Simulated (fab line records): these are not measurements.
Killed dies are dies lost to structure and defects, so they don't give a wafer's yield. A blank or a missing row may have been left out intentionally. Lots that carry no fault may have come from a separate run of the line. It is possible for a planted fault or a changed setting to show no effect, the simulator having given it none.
The tool behind it: which one? | flow sky130 | 24 lots, 72 wafers sampled, at 5 steps of a route of 708

== WHAT THE GAUGES SHOWED, per wafer ==
SKY_FIELD_ISO_BOW_MEAS_00. Usual: INCOMING_BOW 1 um, standard deviation 7.3.
lot  | measured    | on            | INCOMING_BOW (um) | flag
L074 | day 1 10:02 | film metro-03 | 6 -5 0            |
L075 | day 1 15:01 | film metro-01 | 4 14 -6           |
L076 | day 1 20:00 | film metro-04 | 14 5 -4           |
L077 | day 2 01:01 | film metro-03 | 4 -7 -3           |
L078 | day 2 06:02 | film metro-04 | 10 13 10          |
L079 | day 2 11:01 | film metro-04 | -5 -1 -1          |
L080 | day 2 16:00 | film metro-01 | -5 1 -6           |
L081 | day 2 21:00 | film metro-01 | 10 17 -10         |
L082 | day 3 02:01 | film metro-04 | 10 3 -2           |
L083 | day 3 07:02 | film metro-03 | -1 -12 5          |
L084 | day 3 12:01 | film metro-03 | 0 7 -1            |
L085 | day 3 17:01 | film metro-03 | -1 -12 1          |
L086 | day 3 22:00 | film metro-03 | 5 -4 -3           |
L087 | day 4 03:01 | film metro-01 | 5 0 5             |
L088 | day 4 08:01 | film metro-03 | 6 -6 18           |
L089 | day 4 13:01 | film metro-01 | 6 -2 -2           |
L090 | day 4 18:00 | film metro-03 | 12 6 -4           |
L091 | day 4 23:00 | film metro-03 | 6 -8 -21          |
L092 | day 5 04:00 | film metro-01 | -11 5 -9          |
L093 | day 5 09:02 | film metro-01 | -2 -2 -5          |
L094 | day 5 14:02 | film metro-01 | 1 8 -3            |
L095 | day 5 19:00 | film metro-01 | 4 -6 -8           |
L096 | day 6 00:01 | film metro-01 | -6 -12 -2         |
L097 | day 6 05:00 | film metro-01 | -8 -6 -1          |

SKY_NWELL_THK_MEAS_02. Usual: NWELL_OXIDATION_THK 9.99 nm, standard deviation 0.18.
lot  | measured    | on            | NWELL_OXIDATION_THK (nm) | flag
L074 | day 2 14:56 | film metro-02 | 10.26 10.32 10.19        |
L075 | day 2 16:20 | film metro-03 | 10.23 9.87 10.20         |
L076 | day 3 07:32 | film metro-02 | 9.87 9.57 9.84           |
L077 | day 3 19:41 | film metro-02 | 9.79 9.88 9.90           |
L078 | day 3 19:42 | film metro-03 | 9.91 9.92 9.87           |
L079 | day 4 02:15 | film metro-01 | 10.03 10.27 10.25        |
L080 | day 4 02:14 | film metro-03 | 9.95 10.01 9.97          |
L081 | day 4 02:15 | film metro-02 | 9.89 10.15 10.09         |
L082 | day 4 09:09 | film metro-03 | 10.16 10.14 10.14        |
L083 | day 4 12:05 | film metro-02 | 10.04 10.04 9.87         |
L084 | day 4 20:04 | film metro-01 | 9.93 10.15 10.19         |
L085 | day 4 21:02 | film metro-01 | 10.03 10.17 10.11        |
L086 | day 5 05:10 | film metro-03 | 9.92 9.89 9.76           |
L087 | day 5 08:06 | film metro-01 | 9.61 9.67 9.74           |
L088 | day 5 15:06 | film metro-02 | 10.05 9.82 9.88          |
L089 | day 5 19:32 | film metro-03 | 9.82 9.91 9.65           |
L090 | day 6 00:10 | film metro-03 | 10.39 10.28 9.99         |
L091 | day 6 04:13 | film metro-03 | 9.68 9.80 9.85           |
L092 | day 6 09:23 | film metro-03 | 10.01 10.05 10.06        |
L093 | day 6 16:55 | film metro-02 | 10.18 10.12 10.27        |
L094 | day 6 21:09 | film metro-01 | 10.01 10.15 10.00        |
L095 | day 7 01:28 | film metro-01 | 10.17 10.25 10.21        |
L096 | day 7 16:47 | film metro-02 | 10.18 10.02 10.03        |
L097 | day 7 16:49 | film metro-03 | 9.92 10.06 10.07         |

SKY_VIA2_CD_MEAS_12: the cd target is 200 nm. Usual: cd nm 200.4 nm, standard deviation 1.7.
lot  | measured     | on        | cd nm (nm)        | flag
L074 | day 36 06:17 | cd sem-01 | 200.3 200.5 200.4 |
L075 | day 36 11:20 | cd sem-02 | 202.8 200.8 203.7 |
L076 | day 37 06:32 | cd sem-02 | 198.5 199.7 197.9 |
L077 | day 37 22:53 | cd sem-02 | 200.8 202.2 200.1 |
L078 | day 38 03:45 | cd sem-02 | 200.8 201.1 200.6 |
L079 | day 38 16:43 | cd sem-02 | 198.3 198.3 199.7 |
L080 | day 38 16:13 | cd sem-02 | 201.3 203.0 201.9 |
L081 | day 38 17:17 | cd sem-02 | 197.7 196.3 198.3 |
L082 | day 38 23:58 | cd sem-02 | 200.2 200.2 200.3 |
L083 | day 39 04:24 | cd sem-02 | 201.0 203.6 203.7 |
L084 | day 40 00:47 | cd sem-01 | 201.0 201.5 202.3 |
L085 | day 39 21:28 | cd sem-02 | 201.5 202.1 201.0 |
L086 | day 40 02:31 | cd sem-01 | 199.1 199.6 199.7 |
L087 | day 40 08:22 | cd sem-01 | 201.4 200.9 200.9 |
L088 | day 40 20:25 | cd sem-02 | 198.1 198.3 197.9 |
L089 | day 41 00:35 | cd sem-01 | 202.2 202.8 201.5 |
L090 | day 41 06:35 | cd sem-02 | 199.5 200.4 199.1 |
L091 | day 41 12:40 | cd sem-02 | 199.3 198.2 199.3 |
L092 | day 41 18:58 | cd sem-02 | 198.9 198.7 197.1 |
L093 | day 41 22:02 | cd sem-01 | 200.7 200.3 202.5 |
L094 | day 42 02:59 | cd sem-01 | 198.9 200.0 198.7 |
L095 | day 42 10:03 | cd sem-02 | 201.3 202.1 201.4 |
L096 | day 43 07:53 | cd sem-01 | 202.8 202.1 202.2 |
L097 | day 43 08:53 | cd sem-01 | 198.7 198.0 198.8 |

== WHICH TOOL RAN EACH LOT (tool, then ch and the chambers of the sampled wafers, then the start) ==
lot  | SKY_SONOS_ONO_ETCH_15              | SKY_VIA1_CVD_21
L074 | rie diel-02 ch 1,2, day 12 11:09   | cvd w-01 ch 0,1, day 33 23:34
L075 | rie diel-02 ch 2,3, day 12 19:31   | cvd w-01 ch 1, day 34 05:17
L076 | rie diel-02 ch 1,2, day 13 14:06   | cvd w-01 ch 0,1, day 34 23:36
L077 | rie diel-02 ch 0,2,3, day 14 11:19 | cvd w-01 ch 0, day 35 16:26
L078 | rie diel-03 ch 1,2,3, day 14 14:04 | cvd w-01 ch 0, day 35 21:47
L079 | rie diel-03 ch 0,2,3, day 15 04:01 | cvd w-02 ch 1, day 36 10:11
L080 | rie diel-02 ch 0,1, day 15 01:43   | cvd w-01 ch 0,1, day 36 09:11
L081 | rie diel-01 ch 0,1,3, day 15 05:22 | cvd w-02 ch 0,1, day 36 11:28
L082 | rie diel-03 ch 2,3, day 15 11:37   | cvd w-02 ch 0,1, day 36 18:04
L083 | rie diel-01 ch 0,1,3, day 15 21:10 | cvd w-02 ch 0,1, day 37 00:52
L084 | rie diel-03 ch 0,1,2, day 16 12:22 | cvd w-02 ch 0,1, day 37 19:49
L085 | rie diel-01 ch 1,2,3, day 16 12:04 | cvd w-01 ch 1, day 37 17:21
L086 | rie diel-01 ch 0,1, day 16 21:58   | cvd w-02 ch 0,1, day 37 21:17
L087 | rie diel-01 ch 1,3, day 17 00:34   | cvd w-02 ch 0,1, day 38 04:09
L088 | rie diel-01 ch 2,3, day 17 11:58   | cvd w-02 ch 0,1, day 38 17:16
L089 | rie diel-03 ch 1,2, day 17 14:34   | cvd w-02 ch 0,1, day 38 21:02
L090 | rie diel-01 ch 1,2,3, day 18 04:31 | cvd w-02 ch 0,1, day 39 03:58
L091 | rie diel-01 ch 1,2,3, day 18 10:43 | cvd w-01 ch 0,1, day 39 08:47
L092 | rie diel-02 ch 0,1, day 18 19:25   | cvd w-01 ch 0,1, day 39 17:10
L093 | rie diel-01 ch 0,1,3, day 19 00:45 | cvd w-02 ch 0,1, day 39 20:28
L094 | rie diel-01 ch 0,2, day 19 11:10   | cvd w-02 ch 0,1, day 40 00:16
L095 | rie diel-01 ch 0,1,2, day 19 17:03 | cvd w-02 ch 0,1, day 40 08:52
L096 | rie diel-02 ch 1,2, day 20 19:39   | cvd w-01 ch 0,1, day 41 07:09
L097 | rie diel-01 ch 0,3, day 20 20:34   | cvd w-02 ch 0,1, day 41 07:51
- SKY_SONOS_ONO_ETCH_15: etches the open film in CHF3/O2, target depth 19.52 nm, time 7.8 s.
- SKY_VIA1_CVD_21: deposits W, target thk 270 nm, time 80.902 s.

== AS READ BY THE TOOLS THEMSELVES (means over the sampled wafers that have a number; for cases with no such wafer, the mark the record gives instead) ==
SKY_SONOS_ONO_ETCH_15. Usual: drypump motor current A 5.8 A, standard deviation 0.37; oes product au 1.009 a.u., standard deviation 0.012; throttle valve pct 8.826 %, standard deviation 0.0093.
lot  | tool        | drypump motor current A (A) | oes product au (a.u.) | throttle valve pct (%) | flag
L074 | rie diel-02 | 5.4                         | 0.993                 | 8.819                  |
L075 | rie diel-02 | 5.9                         | 0.993                 | 8.823                  |
L076 | rie diel-02 | 5.4                         | 1.006                 | 8.823                  |
L077 | rie diel-02 | 5.7                         | 1.003                 | 8.831                  |
L078 | rie diel-03 | 6.0                         | 0.998                 | 8.832                  |
L079 | rie diel-03 | 6.1                         | 0.999                 | 8.829                  |
L080 | rie diel-02 | 5.7                         | 0.999                 | 8.820                  |
L081 | rie diel-01 | 5.6                         | 1.016                 | 8.825                  |
L082 | rie diel-03 | 5.9                         | 0.999                 | 8.834                  |
L083 | rie diel-01 | 5.5                         | 1.024                 | 8.823                  |
L084 | rie diel-03 | 5.9                         | 1.017                 | 8.817                  |
L085 | rie diel-01 | 5.7                         | 1.019                 | 8.825                  |
L086 | rie diel-01 | 5.8                         | 1.023                 | 8.832                  |
L087 | rie diel-01 | 5.6                         | 1.017                 | 8.839                  |
L088 | rie diel-01 | 5.8                         | 1.012                 | 8.814                  |
L089 | rie diel-03 | 5.7                         | 1.014                 | 8.828                  |
L090 | rie diel-01 | 5.7                         | 1.008                 | 8.821                  |
L091 | rie diel-01 | 5.7                         | 1.009                 | 8.832                  |
L092 | rie diel-02 | 5.8                         | 1.003                 | 8.822                  |
L093 | rie diel-01 | 5.6                         | 1.021                 | 8.829                  |
L094 | rie diel-01 | 5.8                         | 1.014                 | 8.827                  |
L095 | rie diel-01 | 5.8                         | 1.008                 | 8.827                  |
L096 | rie diel-02 | 5.6                         | 1.006                 | 8.825                  |
L097 | rie diel-01 | 5.4                         | 1.013                 | 8.827                  |

SKY_VIA1_CVD_21. Usual: heater power w 769 W, standard deviation 85.
lot  | tool     | heater power w (W) | flag
L074 | cvd w-01 | 894                |
L075 | cvd w-01 | 966                |
L076 | cvd w-01 | 903                |
L077 | cvd w-01 | 749                |
L078 | cvd w-01 | 737                |
L079 | cvd w-02 | 731                |
L080 | cvd w-01 | 898                |
L081 | cvd w-02 | 720                |
L082 | cvd w-02 | 742                |
L083 | cvd w-02 | 741                |
L084 | cvd w-02 | 721                |
L085 | cvd w-01 | 983                |
L086 | cvd w-02 | 734                |
L087 | cvd w-02 | 739                |
L088 | cvd w-02 | 736                |
L089 | cvd w-02 | 736                |
L090 | cvd w-02 | 752                |
L091 | cvd w-01 | 757                |
L092 | cvd w-01 | 751                |
L093 | cvd w-02 | 735                |
L094 | cvd w-02 | 735                |
L095 | cvd w-02 | 730                |
L096 | cvd w-01 | 825                |
L097 | cvd w-02 | 725                |

== THE ANSWER, worked out from the rows above alone ==
Rule: a lot is off if the mean of its wafers that have a number lies more than 3 standard deviations from the usual mean. A lot without any number at a reading at which 4 lots or more have one is off too. All remaining lots with rows at the step are treated as sound. Order of review: gauges by route order, followed by the tools' own readings, for which a lot's mean as printed above is used. At the first step where some lot is off, the reading lying furthest off is the one used; lots without a number count as furthest.
No lot is off on any of the readings shown, so nothing can be concluded from this.

== WHAT THE SIMULATOR HAD INSERTED ==
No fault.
